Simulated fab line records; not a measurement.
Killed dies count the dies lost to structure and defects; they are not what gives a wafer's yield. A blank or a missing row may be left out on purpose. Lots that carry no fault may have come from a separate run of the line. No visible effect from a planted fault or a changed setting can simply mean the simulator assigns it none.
fab line records	flow sky130
record lots=6	wafers=16	last-day=49
route steps=708 shown LOCAL_INTERCONNECT@398 CONTACT@406 METAL1@434 PAD_OPEN@708
lots with no fault: from the same line, run without faults
start-h: hours from the record's opening day to when the first of the lot's shown wafers began	wait-h: hours since the lot's step before	" as in the row above	L1.1+2: a row that stands for several wafers	- no value present, or no start provided	* or withheld: withheld	< > ~ a bound
route shown NAME@n: NAME is a module with steps in the file, n the number in the route of the first one	usual: mean/standard deviation taken from wafers without a fault	same: alike in all rows	chamber/n: place in a boat	sites: readings site by site	_std_site: standard deviation across them	_edge_site: outer sites' mean less inner sites'	radius-mm: how far each site lies from the wafer's centre	mask NAME#n: copy n	behind: the most recent tool/chamber to have shaped the wafer	hold: what put the lot on hold/how long, in hours/how the hold closed	device: names the non-switching transistor (n, p or np)	end of line: tests of these same wafers at the route's end	step lacking rows: just its recipe	killed: count of dies lost to structure and defects at first sort (not the wafer's yield)	map: shows each die of a wafer: x if killed, . if not, _ if none is there
set.NAME: the setting the step ran with; set.NAME@STEP: the setting that earlier step ran with	model.NAME: the simulator's own value behind a step, which no gauge read
lots at selected steps of the route; one table per step, one row per wafer
services: from which hour (start-h, from the record's first day; less than 0 if before it) a tool's chamber was out of use, for how many hours, and why
## steps
# step SKY_LOCAL_INTERCONNECT_CD_MEAS_11
# recipe target-cd-nm=170
# usual cd-nm=169.9/1.3
lot.wafer	tool	chamber	start-h	wait-h	cd-nm
L561.1	cd-sem-02	-	722.36	-	169.5
L561.4	"	-	"	"	170.2
L561.5	"	-	"	"	169.8
L566.4	cd-sem-02	-	771.34	-	168.8
L566.5	"	-	"	"	169.0
L566.6	"	-	"	"	168.7
L569.2	cd-sem-02	-	773.57	-	169.3
L569.3	"	-	"	"	171.3
L569.6	"	-	"	"	169.9
L570.1	cd-sem-01	-	777.91	-	169.0
L570.2	"	-	"	"	171.4
L570.3	"	-	"	"	170.5
L576.3	cd-sem-01	-	827.20	-	169.2
L576.5	"	-	"	"	170.7
L579.1	cd-sem-02	-	844.10	-	170.4
L579.3	"	-	"	"	168.4
# step SKY_LOCAL_INTERCONNECT_OVL_MEAS_12
# usual LOCAL_INTERCONNECT_OVL=-1/5.3
lot.wafer	tool	chamber	start-h	wait-h	LOCAL_INTERCONNECT_OVL[nm]
L561.1	overlay-01	-	722.50	0.1	-5
L561.4	"	-	"	"	1
L561.5	"	-	"	"	-7
L566.4	overlay-02	-	771.42	0.1	6
L566.5	"	-	"	"	-1
L566.6	"	-	"	"	9
L569.2	overlay-01	-	773.67	0.1	4
L569.3	"	-	"	"	1
L569.6	"	-	"	"	-1
L570.1	overlay-01	-	778.03	0.1	-2
L570.2	"	-	"	"	0
L570.3	"	-	"	"	4
L576.3	overlay-02	-	827.29	0.1	9
L576.5	"	-	"	"	8
L579.1	overlay-01	-	844.22	0.1	-3
L579.3	"	-	"	"	-6
# step SKY_LOCAL_INTERCONNECT_ETCH_13
# recipe chemistry=N2/H2	target=BARC	ion-energy-ev=200	bias-w=100	pressure-mtorr=30	n2-flow-sccm=100	h2-flow-sccm=200	icp-w=500	stop-on=SiO2	time-s=45.9	target-depth-a=600
# step SKY_LOCAL_INTERCONNECT_METAL_ETCH_14
# recipe target-depth-nm=110	stop-on=PSG	chemistry=Cl2/BCl3	target=TiN	resist-sidewall-deg=88	pressure-mtorr=10	icp-w=900	bias-w=48.5	Cl2_flow_sccm=60	bcl3-flow-sccm=30	time-s=31.4
# usual drypump-motor-current-A=5.5/0.36	oes-product-au=0.938/0.0065	throttle-valve-pct=21.902/0.011
lot.wafer	tool	chamber	start-h	wait-h	drypump-motor-current-A	oes-product-au	rf-hours-counter-h	throttle-valve-pct
L561.1	rie-metal-02	1	722.60	0.0	5.7	0.947	5	21.901
L561.4	"	0	"	"	4.8	0.936	-	21.906
L561.5	"	0	"	"	4.8	0.939	-	21.890
L566.4	rie-metal-04	1	771.52	0.0	5.8	0.927	-	21.902
L566.5	"	1	"	"	5.8	0.934	-	21.913
L566.6	"	0	"	"	5.7	0.932	-	21.897
L569.2	rie-metal-04	0	773.77	0.0	5.7	0.943	13	21.898
L569.3	"	0	"	"	5.7	0.944	-	21.892
L569.6	"	1	"	"	5.8	0.933	-	21.924
L570.1	rie-metal-03	1	778.13	0.0	5.1	0.946	5	21.890
L570.2	"	0	"	"	5.5	0.941	1	21.887
L570.3	"	1	"	"	5.1	0.945	-	21.917
L576.3	rie-metal-02	1	827.40	0.0	5.8	0.934	-	21.912
L576.5	"	1	"	"	5.7	0.938	-	21.900
L579.1	rie-metal-03	0	844.32	0.0	5.5	0.939	2	21.904
L579.3	"	0	"	"	5.5	0.927	-	21.896
# step SKY_LOCAL_INTERCONNECT_STRIP_15
# recipe chemistry=O2/N2	power-w=1400	pressure-mtorr=1500	platen-temp-c=withheld	o2-flow-sccm=3000	n2-flow-sccm=300	overash-fraction=0.5
# usual drypump-motor-current-A=5.8/0.3	oes-product-au=0.427/0.0043	strip-time-to-endpoint-s=4.719/0.024
lot.wafer	tool	chamber	start-h	wait-h	drypump-motor-current-A	oes-product-au	rf-hours-counter-h	strip-time-to-endpoint-s
L561.1	plasma-asher-02	1	722.65	0.0	5.8	0.432	105	4.742
L561.4	"	1	"	"	5.8	0.424	-	4.737
L561.5	"	1	"	"	5.8	0.429	-	4.759
L566.4	plasma-asher-02	1	771.58	0.1	5.8	0.433	-	4.701
L566.5	"	1	"	"	5.8	0.426	-	4.664
L566.6	"	0	"	"	5.8	0.424	-	4.706
L569.2	plasma-asher-01	1	773.82	0.0	5.4	0.424	37	4.679
L569.3	"	1	"	"	5.4	0.420	-	4.696
L569.6	"	0	"	"	5.5	0.419	-	4.694
L570.1	plasma-asher-01	0	778.18	0.0	5.5	0.427	37	4.715
L570.2	"	1	"	"	5.4	0.436	37	4.729
L570.3	"	0	"	"	5.5	0.422	-	4.724
L576.3	plasma-asher-02	0	827.46	0.1	5.8	0.428	-	4.731
L576.5	"	1	"	"	5.9	0.418	-	4.738
L579.1	plasma-asher-02	0	844.37	0.0	5.8	0.422	10	4.707
L579.3	"	1	"	"	5.9	0.427	-	4.716
# step SKY_LOCAL_INTERCONNECT_STRIP_16
# recipe chemistry=post-etch-residue-remover	time-s=1200	temp-c=72.5
# step SKY_LOCAL_INTERCONNECT_CLEAN_17
# recipe chemistry=IPA	time-s=180	temp-c=25
# step SKY_LOCAL_INTERCONNECT_CLEAN_18
# recipe chemistry=O3/DIW	dry=n2-spin
# step SKY_CONTACT_CVD_00
# recipe material=Si3N4	target-thk-nm=75	temp-c=400	time-s=withheld	rf-w=450
# usual heater-power-w=729/160
lot.wafer	tool	chamber	start-h	wait-h	heater-power-w
L561.1	pecvd-01	1	723.25	0.0	644
L561.4	"	0	"	"	699
L561.5	"	2	"	"	898
L566.4	pecvd-01	0	772.17	0.0	663
L566.5	"	1	"	"	692
L566.6	"	2	"	"	874
L569.2	pecvd-02	1	774.42	0.0	697
L569.3	"	0	"	"	623
L569.6	"	0	"	"	618
L570.1	pecvd-03	2	778.78	0.0	517
L570.2	"	1	"	"	560
L570.3	"	0	"	"	702
L576.3	pecvd-02	0	828.08	0.0	637
L576.5	"	2	"	"	1202
L579.1	pecvd-03	0	845.04	0.0	837
L579.3	"	1	"	"	686
# step SKY_CONTACT_THK_MEAS_01
# recipe reads=Si3N4_of_CONTACT_CVD_00
# usual CONTACT_CVD_00_THK=75.2/0.96
lot.wafer	tool	chamber	start-h	wait-h	CONTACT_CVD_00_THK[nm]
L561.1	film-metro-04	-	723.28	-	74.5
L561.4	"	-	"	"	75.5
L561.5	"	-	"	"	76.1
L566.4	film-metro-04	-	772.22	-	75.8
L566.5	"	-	"	"	75.8
L566.6	"	-	"	"	76.3
L569.2	film-metro-04	-	774.46	-	74.4
L569.3	"	-	"	"	74.3
L569.6	"	-	"	"	76.2
L570.1	film-metro-01	-	778.81	-	74.6
L570.2	"	-	"	"	75.1
L570.3	"	-	"	"	75.6
L576.3	film-metro-01	-	828.13	-	76.3
L576.5	"	-	"	"	75.7
L579.1	film-metro-04	-	845.08	-	75.3
L579.3	"	-	"	"	75.1
# step SKY_CONTACT_HDPCVD_02
# recipe material=SiO2	target-thk-nm=565	sigma-open-frac=0.3	time-s=94.2	temp-c=600	sih4-flow-sccm=60	pressure-mtorr=6
# step SKY_CONTACT_THK_MEAS_03
# recipe reads=SiO2_of_CONTACT_HDPCVD_02
# usual CONTACT_HDPCVD_THK=565/7.1
lot.wafer	tool	chamber	start-h	wait-h	CONTACT_HDPCVD_THK[nm]
L561.1	film-metro-02	-	723.41	0.0	560
L561.4	"	-	"	"	565
L561.5	"	-	"	"	570
L566.4	film-metro-02	-	772.34	0.0	556
L566.5	"	-	"	"	566
L566.6	"	-	"	"	566
L569.2	film-metro-02	-	774.59	0.0	564
L569.3	"	-	"	"	564
L569.6	"	-	"	"	567
L570.1	film-metro-04	-	778.94	0.0	555
L570.2	"	-	"	"	559
L570.3	"	-	"	"	561
L576.3	film-metro-02	-	828.26	0.1	574
L576.5	"	-	"	"	559
L579.1	film-metro-04	-	845.20	0.0	561
L579.3	"	-	"	"	569
# step SKY_CONTACT_CMP_04
# recipe material=SiO2	down-force-psi=4	platen-rpm=60	pad-velocity-m-s=0.94248
# usual motor-current-A=11.9/1.3	time-to-endpoint-s=84/5.5
lot.wafer	tool	chamber	start-h	wait-h	motor-current-A	time-to-endpoint-s	model.SiO2_of_CONTACT_HDPCVD_02.thk-nm
L561.1	cmp-01	1	723.52	0.1	10.8	83	339.2
L561.4	"	2	"	"	11.5	89	340.8
L561.5	"	1	"	"	11.9	82	340.5
L566.4	cmp-02	2	772.47	0.1	9.2	80	338
L566.6	"	0	"	"	13.0	89	340.2
L566.5	"	1	"	"	13.3	92	341.3
L569.2	cmp-01	2	774.74	0.1	11.6	80	339.3
L569.3	"	3	"	"	12.8	77	338.3
L569.6	"	0	"	"	12.1	81	338.9
L570.2	cmp-02	3	779.00	0.0	11.6	80	340.2
L570.3	"	1	"	"	13.7	87	341.3
L570.1	"	2	"	"	9.9	76	339.4
L576.3	cmp-02	3	828.40	0.1	12.3	115	422
L576.5	"	1	"	"	13.8	89	341.4
L579.3	cmp-02	3	845.26	0.0	11.5	113	421.1
L579.1	"	1	"	"	13.6	109	419.7
# step SKY_CONTACT_BOW_MEAS_05
# recipe mode=bow
# usual CONTACT_BOW=80/6.9
lot.wafer	tool	chamber	start-h	wait-h	hold	CONTACT_BOW[um]
L561.1	film-metro-04	-	723.77	0.2	-	79
L561.4	"	-	"	"	-	72
L561.5	"	-	"	"	-	88
L566.4	film-metro-04	-	772.73	0.2	-	81
L566.5	"	-	"	"	-	86
L566.6	"	-	"	"	-	88
L569.2	film-metro-02	-	774.96	0.2	-	74
L569.3	"	-	"	"	-	77
L569.6	"	-	"	"	-	82
L570.1	film-metro-01	-	779.30	0.1	-	82
L570.2	"	-	"	"	-	86
L570.3	"	-	"	"	-	72
L576.3	film-metro-01	-	828.64	0.2	await-dispo/0.2h/release	78
L576.5	"	-	"	"	await-dispo/0.2h/release	68
L576.3	film-metro-01	-	828.93	0.3	-	-
L576.5	"	-	"	"	-	-
L579.1	film-metro-04	-	845.56	0.1	await-dispo/0.2h/release	87
L579.3	"	-	"	"	await-dispo/0.2h/release	91
L579.1	film-metro-04	-	845.85	0.3	-	-
L579.3	"	-	"	"	-	-
# step SKY_CONTACT_HMDS_07
# recipe prime-time-s=60	prime-temp-c=120
# step SKY_CONTACT_COAT_08
# recipe resist=BARC	temp-c=withheld	time-s=withheld	spin-rpm=3000	resist-thk-nm=60
# step SKY_CONTACT_COAT_09
# recipe resist=KrF-thick	spin-rpm=3000	resist-thk-nm=450
# step SKY_CONTACT_SOFTBAKE_10
# recipe temp-c=100	time-s=90	resist=KrF-thick
# step SKY_CONTACT_EXPOSE_11
# recipe mask-id=CTM1	na=0.8	source-shape=annular	sigma-inner=0.55	sigma-outer=0.85	target-cd-nm=170	dose-mj=38
# step SKY_CONTACT_PEB_12
# recipe peb-temp-c=withheld	peb-time-s=withheld	resist=KrF-thick
# step SKY_CONTACT_DEVELOP_13
# recipe develop-time-s=60	resist=KrF-thick	dev-temp-c=21
# step SKY_CONTACT_CD_MEAS_14
# recipe target-cd-nm=170
# usual cd-nm=170.0/1.5
lot.wafer	tool	chamber	start-h	wait-h	hold	cd-nm
L561.1	cd-sem-02	-	750.75	-	-	169.7
L561.4	"	-	"	"	-	169.1
L561.5	"	-	"	"	-	171.3
L566.4	cd-sem-01	-	799.87	-	-	171.1
L566.5	"	-	"	"	-	171.2
L566.6	"	-	"	"	-	171.2
L569.2	cd-sem-01	-	801.55	-	-	168.5
L569.3	"	-	"	"	-	169.1
L569.6	"	-	"	"	-	168.9
L570.1	cd-sem-01	-	806.70	-	-	169.5
L570.2	"	-	"	"	-	171.1
L570.3	"	-	"	"	-	170.4
L576.3	cd-sem-01	-	855.15	-	await-dispo/0.2h/release	168.6
L576.5	"	-	"	"	await-dispo/0.2h/release	169.2
L576.3	cd-sem-01	-	855.44	0.3	-	169.0
L576.5	"	-	"	"	-	169.3
L579.1	cd-sem-02	-	871.50	-	-	174.7
L579.3	"	-	"	"	-	172.8
# step SKY_CONTACT_OVL_MEAS_15
# usual CONTACT_OVL=4/6.1
lot.wafer	tool	chamber	start-h	wait-h	hold	CONTACT_OVL[nm]
L561.1	overlay-01	-	750.87	0.1	-	10
L561.4	"	-	"	"	-	4
L561.5	"	-	"	"	-	8
L566.4	overlay-02	-	799.95	0.1	-	-2
L566.5	"	-	"	"	-	7
L566.6	"	-	"	"	-	5
L569.2	overlay-01	-	801.65	0.1	-	5
L569.3	"	-	"	"	-	6
L569.6	"	-	"	"	-	-2
L570.1	overlay-01	-	806.82	0.1	-	10
L570.2	"	-	"	"	-	-1
L570.3	"	-	"	"	-	-3
L576.3	overlay-02	-	859.92	4.5	await-dispo/4.4h/release	2
L576.5	"	-	"	"	await-dispo/4.4h/release	6
L579.1	overlay-01	-	871.62	0.1	-	3
L579.3	"	-	"	"	-	1
# step SKY_CONTACT_ETCH_16
# recipe chemistry=N2/H2	target=BARC	ion-energy-ev=200	source-w=500	bias-w=100	pressure-mtorr=30	n2-flow-sccm=100	h2-flow-sccm=200	stop-on=SiO2	time-s=45.9	target-depth-a=600
# step SKY_CONTACT_ETCH_17
# recipe target=SiO2	chemistry=C4F8/O2/Ar	stop-on=Si3N4	mask-material=KrF-thick	source-w=1500	bias-w=1200	pressure-mtorr=40	c4f8-flow-sccm=withheld	O2_flow_sccm=6	Ar_flow_sccm=300	time-s=withheld	target-depth-a=3400
# usual oes-product-au=0.891/0.0053
lot.wafer	tool	chamber	start-h	wait-h	oes-product-au	model.CONTACT.feature-depth-nm	model.etch.depth-nm
L561.1	rie-diel-03	3	750.95	0.0	0.892	339.2	339.2
L561.4	"	1	"	"	0.889	340.8	340.8
L561.5	"	0	"	"	0.894	340.5	340.5
L566.4	rie-diel-01	0	800.01	0.0	0.883	338	338
L566.5	"	3	"	"	0.895	341.3	341.3
L566.6	"	0	"	"	0.902	340.2	340.2
L569.2	rie-diel-04	3	801.73	0.0	0.891	339.3	339.3
L569.3	"	1	"	"	0.888	338.3	338.3
L569.6	"	3	"	"	0.887	338.9	338.9
L570.1	rie-diel-01	2	806.90	0.0	0.894	339.4	339.4
L570.2	"	0	"	"	0.887	340.2	340.2
L570.3	"	3	"	"	0.899	341.3	341.3
L576.3	rie-diel-03	0	859.99	0.0	0.991	406.1	406.1
L576.5	"	0	"	"	0.896	341.4	341.4
L579.1	rie-diel-01	3	871.70	0.0	1.000	412.8	412.8
L579.3	"	1	"	"	1.006	413.1	413.1
# step SKY_CONTACT_ETCH_18
# recipe target=Si3N4	chemistry=CHF3/O2	stop-on=TiN	source-w=600	bias-w=200	pressure-mtorr=40	chf3-flow-sccm=50	O2_flow_sccm=5	time-s=39	target-depth-a=750
# step SKY_CONTACT_STRIP_19
# recipe chemistry=O2/N2	power-w=1400	pressure-mtorr=1500	platen-temp-c=withheld	o2-flow-sccm=3000	n2-flow-sccm=300	overash-fraction=0.5
# step SKY_CONTACT_STRIP_20
# recipe chemistry=post-etch-residue-remover	time-s=1200	temp-c=72.5
# step SKY_CONTACT_CLEAN_21
# recipe chemistry=IPA	time-s=180	temp-c=25
# step SKY_CONTACT_CLEAN_22
# recipe chemistry=O3/DIW	dry=n2-spin
# step SKY_CONTACT_SPUTTER_23
# recipe material=TiN	target-thk-nm=20	chamber-pressure-pa=5	power-w=4000	time-s=80
# step SKY_CONTACT_CVD_24
# recipe material=W	target-thk-nm=340	time-s=102.12	temp-c=400	pressure-torr=40
# usual heater-power-w=802/60
lot.wafer	tool	chamber	start-h	wait-h	heater-power-w
L561.1	cvd-w-02	1	751.69	0.0	874
L561.4	"	1	"	"	865
L561.5	"	0	"	"	803
L566.4	cvd-w-01	1	800.83	0.1	787
L566.5	"	0	"	"	714
L566.6	"	1	"	"	784
L569.2	cvd-w-02	0	802.47	0.0	784
L569.3	"	0	"	"	794
L569.6	"	0	"	"	808
L570.1	cvd-w-02	1	807.74	0.0	891
L570.2	"	0	"	"	813
L570.3	"	0	"	"	813
L576.3	cvd-w-01	1	869.57	0.1	788
L576.5	"	0	"	"	718
L579.1	cvd-w-02	0	872.51	0.0	802
L579.3	"	0	"	"	804
# step SKY_CONTACT_CMP_27
# recipe stop-on=SiO2	t-overpolish-s=15	down-force-psi=3.5	platen-rpm=60	target-thk-nm=0	pad-velocity-m-s=0.94248
# usual motor-current-A=10.9/1.2
lot.wafer	tool	chamber	start-h	wait-h	motor-current-A	model.SiO2_of_CONTACT_HDPCVD_02.thk-nm
L561.1	cmp-01	3	752.08	0.1	11.3	336
L561.4	"	0	"	"	11.3	337.6
L561.5	"	1	"	"	10.6	337.3
L566.4	cmp-02	0	801.18	0.1	11.9	334.8
L566.5	"	2	"	"	9.1	338.1
L566.6	"	3	"	"	11.0	337
L569.2	cmp-02	3	802.86	0.1	10.8	336.1
L569.3	"	0	"	"	12.1	335.2
L569.6	"	3	"	"	10.8	335.7
L570.3	cmp-02	0	808.08	0.1	11.6	338.1
L570.2	"	1	"	"	13.1	337
L570.1	"	2	"	"	9.1	336.2
L576.3	cmp-02	0	869.94	0.1	11.5	418.8
L576.5	"	0	"	"	11.3	338.2
L579.3	cmp-02	3	872.90	0.1	10.8	417.9
L579.1	"	0	"	"	11.7	416.5
# step SKY_METAL1_SPUTTER_00
# recipe material=Ti	target-thk-nm=15	power-w=3000	time-s=10	chamber-pressure-pa=0.4
# usual throttle-valve-pct=29.8/0.98
lot.wafer	tool	chamber	start-h	wait-h	throttle-valve-pct
L561.1	pvd-sputter-02	-	752.28	0.1	29.9
L561.4	"	-	"	"	29.0
L561.5	"	-	"	"	30.8
L566.4	pvd-sputter-02	-	801.38	0.1	30.9
L566.5	"	-	"	"	30.9
L566.6	"	-	"	"	28.9
L569.2	pvd-sputter-04	-	803.16	0.2	30.5
L569.3	"	-	"	"	31.5
L569.6	"	-	"	"	29.4
L570.1	pvd-sputter-04	-	808.33	0.1	31.0
L570.2	"	-	"	"	29.6
L570.3	"	-	"	"	30.7
L576.5	pvd-sputter-04	-	870.20	0.0	30.6
L579.1	pvd-sputter-04	-	873.10	0.1	30.6
L579.3	"	-	"	"	29.9
# step SKY_PAD_OPEN_PROBE_99
# usual killed_at_M0_to_M3=43/6.8	killed_at_M4_up=3.0/1.6	killed-at-contacts=25/6	killed-at-front-end=15/4.4	killed-at-other=0.3/0.52	killed-dies=86/9.6	killed-on-rim=17/3.5	killed-open=47/6.7	killed-short=39/6.8
# same gross-dies=492	killed-at-back-side=0
lot.wafer	tool	chamber	start-h	wait-h	hold	killed_at_M0_to_M3	killed_at_M4_up	killed-at-contacts	killed-at-front-end	killed-at-other	killed-dies	killed-on-rim	killed-open	killed-short
L561.1	prober-02	-	1088.28	0.1	-	43	2	23	14	0	82	16	50	32
L561.4	prober-02	-	1088.43	0.2	-	51	4	33	16	0	104	20	55	49
L561.5	prober-02	-	1088.48	0.2	-	47	1	29	17	0	94	17	54	40
L566.4	prober-02	-	1126.96	0.2	-	43	3	37	16	1	100	21	54	45
L566.5	prober-02	-	1127.01	0.2	-	37	3	28	15	0	83	18	48	35
L566.6	prober-02	-	1127.06	0.2	-	43	1	32	16	0	92	27	59	33
L569.2	prober-02	-	1128.36	0.1	-	41	3	33	17	0	94	15	48	46
L569.3	prober-02	-	1128.41	0.2	-	43	3	25	22	0	93	11	53	39
L569.6	prober-02	-	1128.56	0.2	-	46	1	23	10	0	80	15	38	42
L570.1	prober-01	-	1129.99	0.1	-	42	3	24	28	1	98	17	47	51
L570.2	prober-01	-	1130.04	0.1	-	38	2	26	16	2	84	15	39	45
L570.3	prober-01	-	1130.09	0.2	-	32	5	35	14	0	86	17	44	42
L576.3	prober-01	-	1165.30	0.2	await-dispo/4.5h/release	47	1	292	22	1	363	56	44	54
L576.5	prober-01	-	1165.40	0.2	await-dispo/4.5h/release	48	6	22	14	0	90	19	45	45
L579.1	prober-02	-	1176.82	0.1	await-dispo/1.6h/release	49	4	113	9	0	175	30	42	41
L579.3	prober-02	-	1176.92	0.2	await-dispo/1.6h/release	47	3	145	26	2	223	74	45	46
# killed by level:class
L561.1 VIA1:geometric-particle:open=17 VIA3:geometric-particle:open=7 CONTACT:geometric-particle:open=6 LI_CONTACT:geometric-particle:open=6 CONTACT:geometric-particle:short=5 FIELD_ISO:geometric-particle:open=4 LOCAL_INTERCONNECT:geometric-particle:short=4 VIA2:geometric-particle:short=4
L561.4 CONTACT:geometric-particle:open=14 VIA1:geometric-particle:open=11 METAL2:geometric-particle:short=9 VIA2:geometric-particle:open=7 LI_CONTACT:geometric-particle:open=7 CONTACT:geometric-particle:short=6 VIA3:geometric-particle:short=6 VIA2:geometric-particle:short=5
L561.5 LI_CONTACT:geometric-particle:open=11 VIA3:geometric-particle:open=10 CONTACT:geometric-particle:open=9 VIA1:geometric-particle:open=7 FIELD_ISO:geometric-particle:short=6 METAL1:geometric-particle:short=6 VIA1:geometric-particle:short=6 VIA2:geometric-particle:open=5
L566.4 CONTACT:geometric-particle:open=12 VIA1:geometric-particle:open=9 VIA1:geometric-particle:short=9 LI_CONTACT:geometric-particle:open=8 CONTACT:geometric-particle:short=8 LI_CONTACT:geometric-particle:short=5 VIA2:geometric-particle:open=5 FIELD_ISO:geometric-particle:open=4
L566.5 VIA1:geometric-particle:open=9 LI_CONTACT:geometric-particle:open=8 CONTACT:geometric-particle:open=7 VIA3:geometric-particle:open=7 FIELD_ISO:geometric-particle:open=5 VIA2:geometric-particle:open=5 CONTACT:geometric-particle:short=5 METAL1:geometric-particle:short=5
L566.6 CONTACT:geometric-particle:open=14 VIA3:geometric-particle:open=9 VIA1:geometric-particle:open=9 LI_CONTACT:geometric-particle:short=8 LI_CONTACT:geometric-particle:open=7 FIELD_ISO:geometric-particle:open=5 VIA2:geometric-particle:open=5 FIELD_ISO:geometric-particle:short=4
L569.2 VIA1:geometric-particle:open=11 CONTACT:geometric-particle:open=10 LI_CONTACT:geometric-particle:open=8 POLY_GATE:geometric-particle:short=5 CONTACT:geometric-particle:short=5 METAL3:geometric-particle:short=5 LI_CONTACT:geometric-particle:short=4 LOCAL_INTERCONNECT:geometric-particle:short=4
L569.3 CONTACT:geometric-particle:open=10 VIA1:geometric-particle:open=9 VIA2:geometric-particle:open=9 METAL2:geometric-particle:short=7 FIELD_ISO:geometric-particle:open=6 POLY_GATE:geometric-particle:open=6 POLY_GATE:geometric-particle:short=5 LI_CONTACT:geometric-particle:open=5
L569.6 METAL2:geometric-particle:short=7 CONTACT:geometric-particle:open=7 VIA3:geometric-particle:open=7 METAL3:geometric-particle:short=6 VIA3:geometric-particle:short=6 LI_CONTACT:geometric-particle:short=5 VIA1:geometric-particle:open=5 VIA2:geometric-particle:open=5
L570.1 METAL2:geometric-particle:short=9 CONTACT:geometric-particle:open=9 VIA3:geometric-particle:open=7 METAL1:geometric-particle:short=6 FIELD_ISO:geometric-particle:short=5 POLY_GATE:geometric-particle:open=5 LI_CONTACT:geometric-particle:open=5 VIA1:geometric-particle:open=5
L570.2 LI_CONTACT:geometric-particle:open=8 VIA1:geometric-particle:open=7 CONTACT:geometric-particle:open=6 VIA1:geometric-particle:short=6 VIA3:geometric-particle:open=5 CONTACT:geometric-particle:short=5 METAL1:geometric-particle:short=5 METAL2:geometric-particle:short=4
L570.3 LI_CONTACT:geometric-particle:open=17 VIA1:geometric-particle:short=7 FIELD_ISO:geometric-particle:open=5 POLY_GATE:geometric-particle:open=4 LI_CONTACT:geometric-particle:short=4 LOCAL_INTERCONNECT:geometric-particle:short=4 CONTACT:geometric-particle:open=4 CONTACT:geometric-particle:short=4
L576.3 CONTACT:area-cmp=265 CONTACT:geometric-particle:open=10 FIELD_ISO:geometric-particle:open=8 CONTACT:geometric-particle:short=8 VIA1:geometric-particle:short=8 FIELD_ISO:geometric-particle:short=7 METAL1:geometric-particle:short=7 VIA1:geometric-particle:open=6
L576.5 VIA1:geometric-particle:open=15 CONTACT:geometric-particle:open=11 VIA1:geometric-particle:short=8 POLY_GATE:geometric-particle:short=5 VIA2:geometric-particle:open=5 FIELD_ISO:geometric-particle:short=4 CONTACT:geometric-particle:short=4 METAL2:geometric-particle:short=4
L579.1 CONTACT:area-cmp=92 VIA1:geometric-particle:open=10 CONTACT:geometric-particle:open=6 VIA2:geometric-particle:open=6 METAL1:geometric-particle:short=5 METAL2:geometric-particle:short=5 VIA3:geometric-particle:open=5 VIA2:geometric-particle:short=4
L579.3 CONTACT:area-cmp=130 METAL2:geometric-particle:short=13 METAL1:geometric-particle:short=8 CONTACT:geometric-particle:open=8 VIA1:geometric-particle:open=8 FIELD_ISO:geometric-particle:open=7 FIELD_ISO:geometric-particle:short=6 POLY_GATE:geometric-particle:short=6
# map L576.3 (x killed, . not)
__________xxxxxx...x_________
________xxxxxxx..xxx.._______
______xxxxxxxxx.x...x.xx_____
_____xxxxxxxxxxx.xx..xxx.____
____xxxxxxxxxxxxxx.xxxxxxx___
___.xxxxxx.xxxxxxxxx..x.x.x__
__xxxxxxxxxxxxxxxxxx.x.xxxx._
_xxxx.xxxxxxxxxxxxx.x.x..x..x
_xxxx..x.xxxxxxxxxxxx...x.x..
_xxxxx.xxxxxxxxxxxxxxxxxxxxx.
_xxxxxxxxxx.xxxxxx.x.xxxx.x..
_xxxx.xxxxxxxxxxxx.xxxxxx....
_.x.xxxxxxx.xxxxxxx.xxxxxx...
_xxxx.x.xxxxxxxxxx.....xxx..x
_x.x..xxxxxxxxxxxxxxx..x.x...
__xxx.xxxxxxxxxxxxxxxx..xxx._
___xxxxx.xxxxxxxxxx.x.x...x__
____..x.xx.xxxxxxx.x......___
_____.xxxx.xxxxx.xxxx....____
______.xx..xx.xxxx...xx._____
________xx..xx.xxx...._______
__________x.x.x.x.x._________
# map L579.3 (x killed, . not)
__________xx.xxxxxxx_________
________xx.xxx..xxxxx._______
______xxxxx....xxxxx..x._____
_____.xxx......x...xx..x.____
____.xxx.x.x..x.x.......xx___
___xx.xx..x...x...........x__
__x.xx.xx.xxx...x..x.....xxx_
_x.xx.xx.x.xx.....xx.......x.
_xxxx..xx..x.....xx.x.x.xxx.x
_xx...xx...x.....x..x.x....x.
_xx...x..x..x..x..xx....xx.xx
_xx.x..................xx.xxx
_xxx..................x..x.xx
_xx.x...x........x......xx.xx
_..x.......................xx
__x....xx......x..x.......xx_
___.x............xxx.......__
____x..xxxxxxx.xxx.....x..___
_____xxxx..xxxxxxxxxxxxxx____
______xxxxxxxxxxxxxxxxxx_____
________xxxxxxxxxxxxxx_______
__________xxxxxxxxxx_________
## services
tool	chamber	start-h	hours	kind
cvd-w-01	-	713.88	2.8	pm
cvd-w-01	-	718.41	0.8	repair
cvd-w-01	0	719.01	8.2	repair
plasma-asher-02	-	733.77	9.0	pm
rie-diel-01	2	733.81	9.6	repair
pvd-sputter-02	-	734.09	4.4	repair
pecvd-03	-	735.44	0.8	pm
cmp-01	-	740.25	1.4	repair
cmp-01	-	744.00	4.0	pm
cvd-w-01	-	751.16	3.8	pm
rie-metal-04	-	755.94	14.6	pm
cmp-01	-	762.19	0.5	repair
cmp-02	-	796.69	1.6	repair
pvd-sputter-04	-	809.72	2.0	repair
plasma-asher-02	-	816.53	2.8	pm
rie-diel-01	2	819.21	2.2	repair
cvd-w-02	-	819.51	2.8	pm
cmp-01	-	842.70	25.6	repair
rie-diel-01	3	843.97	12.0	repair
rie-diel-01	-	852.38	14.6	pm
cvd-w-02	0	855.61	1.2	repair
plasma-asher-01	-	859.76	8.6	pm
cmp-01	-	863.14	1.3	repair
cmp-01	-	868.30	3.6	pm
## key
first-sign step=SKY_CONTACT_CMP_04	reading=time-to-endpoint-s	direction=up	sigmas=5.1	usual=*	struck=*
effect step=SKY_CONTACT_BOW_MEAS_05	reading=visit	direction=added
effect step=SKY_CONTACT_ETCH_17	reading=oes-product-au	direction=up	sigmas=21	usual=0.891	struck=0.999
effect step=SKY_PAD_OPEN_PROBE_99	reading=killed-at-contacts	direction=up	sigmas=27	usual=25	struck=183
model-effect step=SKY_CONTACT_CMP_04	value=SiO2_of_CONTACT_HDPCVD_02.thk-nm	without=341	struck=420.9
model-effect step=SKY_CONTACT_ETCH_17	value=CONTACT.feature-depth-nm	without=341	struck=410.6
model-effect step=SKY_CONTACT_CMP_27	value=SiO2_of_CONTACT_HDPCVD_02.thk-nm	without=337.9	struck=417.7
more-kills-born-at SKY_CONTACT_CMP_04@cmp-02=488
met-at SKY_CONTACT_CMP_04
struck-wafers L576.3,L579.1,L579.3
later-rows-left-out L576.3
tester-left-out L576,L579
onset-between 779.00 828.40
fault kind=process-parameter-drift	tool=cmp-02	chamber=-	onset-h=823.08	steps=SKY_CONTACT_CMP_04	channel=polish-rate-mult	offset=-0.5	shape=step	end-h=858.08	scope=struck-wafers-only
# tester-left-out: of these lots the tester's yield and bins aren't shown, on N5 and GAA mostly nor the transistor test; their killed dies are dies lost to structure and defects alone, not to doping, threshold or leakage, so they don't give the yield
# later-rows-left-out: the simulator's readings of these wafers behind a module that went badly wrong aren't trusted and aren't shown, but for the sort
